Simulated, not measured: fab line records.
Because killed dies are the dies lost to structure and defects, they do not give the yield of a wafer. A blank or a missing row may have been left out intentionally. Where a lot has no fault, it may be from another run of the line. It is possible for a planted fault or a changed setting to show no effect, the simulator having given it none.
Struck lot and sound lot, side by side | flow sky130 | 16 steps out of a route of 708
Sound: wafers L382.3, L382.4, L382.5. The struck wafers were L389.1, L389.5, L389.6. At the end, the cause is stated.
Per side, at each step with rows, come the tool, then ch with its chambers, and then its first start. Under that, the readings that differ: sound wafers | struck wafers | difference of the means | sigmas: that difference in standard deviations of wafers without a fault.
alike: words and numbers the same on both sides, and readings whose means are apart by under 2 such deviations; not compared: readings that were withheld, readings missing a value for some wafer, numbers with overlapping values and no deviation given by the record, and bounds like >300 which may hide the same value.
Wherever a step has rows on one side only, a row that says differs or no value, or a row with sigmas, the two part there. Non-overlapping numbers with no deviation appear without sigmas and do not part them. A reading missing from all wafers of one side parts the sides only when that side holds two or more wafers.

SKY_NWELL_RS_MEAS_29: measures by four-point-probe.
  struck on filmMetro-03, day 8 02:43; sound on filmMetro-01, day 7 00:12
  alike: NWELL_RS
SKY_NWELL_RS_MEAS_31: measures by four-point-probe.
  struck on filmMetro-03, day 8 02:58; sound on filmMetro-01, day 7 00:26
  alike: PWDE_RS
then, 7 steps without rows for these wafers: SKY_VT_ADJUST_HVTP_DEHYDRATE_00 (time 60 s); SKY_VT_ADJUST_HVTP_HMDS_01 (prime time 60 s); SKY_VT_ADJUST_HVTP_COAT_02 (resist thk 1140 nm); SKY_VT_ADJUST_HVTP_SOFTBAKE_03 (time 60 s); SKY_VT_ADJUST_HVTP_EXPOSE_04 (exposes mask HVTPM, target cd 380 nm); SKY_VT_ADJUST_HVTP_PEB_05; SKY_VT_ADJUST_HVTP_DEVELOP_06 (develop time 60 s).
SKY_VT_ADJUST_HVTP_CD_MEAS_07: the cd target is 380 nm.
  struck on cdSem-02, day 9 00:23; sound on cdSem-01, day 7 18:31
  alike: cdNm
SKY_VT_ADJUST_HVTP_OVL_MEAS_08:
  struck on overlay-01, day 9 00:30; sound on overlay-01, day 7 18:37
  alike: VT_ADJUST_HVTP_OVL
SKY_VT_ADJUST_HVTP_IMPLANT_09:
  sound on implanter-03 ch 0, day 7 18:41; struck on implanter-01 ch 0, day 9 00:32
reading                  | sound                | struck               | difference | sigmas
beamEnergyKeV            | 149.97 149.96 149.96 | 172.54 172.44 172.46 | +22.52     | +99 or more
model.implant.rpNm (nm)  | 83.71 83.71 83.71    | 98.7 98.7 98.7       | +15.0      | 
model.implant.drpNm (nm) | 33.4 33.4 33.4       | 37.47 37.47 37.47    | +4.07      | 
SKY_VT_ADJUST_HVTP_STRIP_10: strips in O2/N2.
  sound on plasmaAsher-03 ch 0,1, day 7 18:49; struck on plasmaAsher-01 ch 0,1, day 9 00:41
reading                  | sound             | struck            | difference | sigmas
stripTimeToEndpointS (s) | 14.27 14.28 14.29 | 14.14 14.13 14.16 | -0.14      | -3
  alike: drypumpMotorCurrentA, oesProductAu
  not compared: rfHoursCounterH
SKY_VT_ADJUST_HVTP_TW_MEAS_11:
  struck on filmMetro-03, day 9 00:47; sound on filmMetro-01, day 7 18:54
reading           | sound          | struck         | difference | sigmas
VT_ADJUST_HVTP_TW | 1357 1353 1349 | 1395 1403 1400 | +46        | +5
then, 1 step without rows for these wafers: SKY_VT_ADJUST_LVTN_DEHYDRATE_00 (time 60 s).
-- record jumps: 39 days separate the struck wafers' starts on either side; left off in module VT_ADJUST_LVTN, taken up again in module PAD_OPEN, whose first shown step is the route's number 708 --
SKY_PAD_OPEN_PROBE_99:
  struck on prober-02, day 48 10:51; sound on prober-02, day 47 08:17
reading                               | sound         | struck               | difference | sigmas
model.etest.tipP.rsOhmSq              | 6824 6868     | 6331 6308 6300       | -533       | 
model.etest.pfet_01v8.rOnOhmUm        | 2881 2859     | 2659 2607 2661       | -228       | 
model.etest.pfet_01v8.driveUaUm       | 190.2 193.4   | 220.3 224.6 217.8    | +29.1      | 
model.etest.pfet_01v8_mvt.driveUaUm   | 152.9 153.6   | 176 179.2 174.7      | +23        | 
model.etest.pfet_01v8_hvt.driveUaUm   | 144.1 145.5   | 162.8 166.8 162.1    | +19.1      | 
model.etest.sramPfetLatch.driveUaUm   | 141.8 144.3   | 165.2 171.4 160      | +22.5      | 
model.etest.pfet_01v8_mvt.offLog10AUm | -10.76 -10.8  | -8.33 -8.212 -8.258  | +2.51      | 
model.etest.pfet_01v8.offLog10AUm     | -9.746 -9.705 | -8.225 -7.839 -8.036 | +1.692     | 
  alike: killed_at_M0_to_M3, killed_at_M4_up, killedAtContacts, killedAtFrontEnd, killedAtOther, killedDies, killedOpen, killedShort

## WHERE THEY PART
First at SKY_VT_ADJUST_HVTP_IMPLANT_09; last, within this record, at SKY_VT_ADJUST_HVTP_TW_MEAS_11. Later steps at which nothing parts them and some readings are alike: SKY_PAD_OPEN_PROBE_99.

WHY: the cause the simulator had injected
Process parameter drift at SKY_VT_ADJUST_HVTP_IMPLANT_09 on implanter-01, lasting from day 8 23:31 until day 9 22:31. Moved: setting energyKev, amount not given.
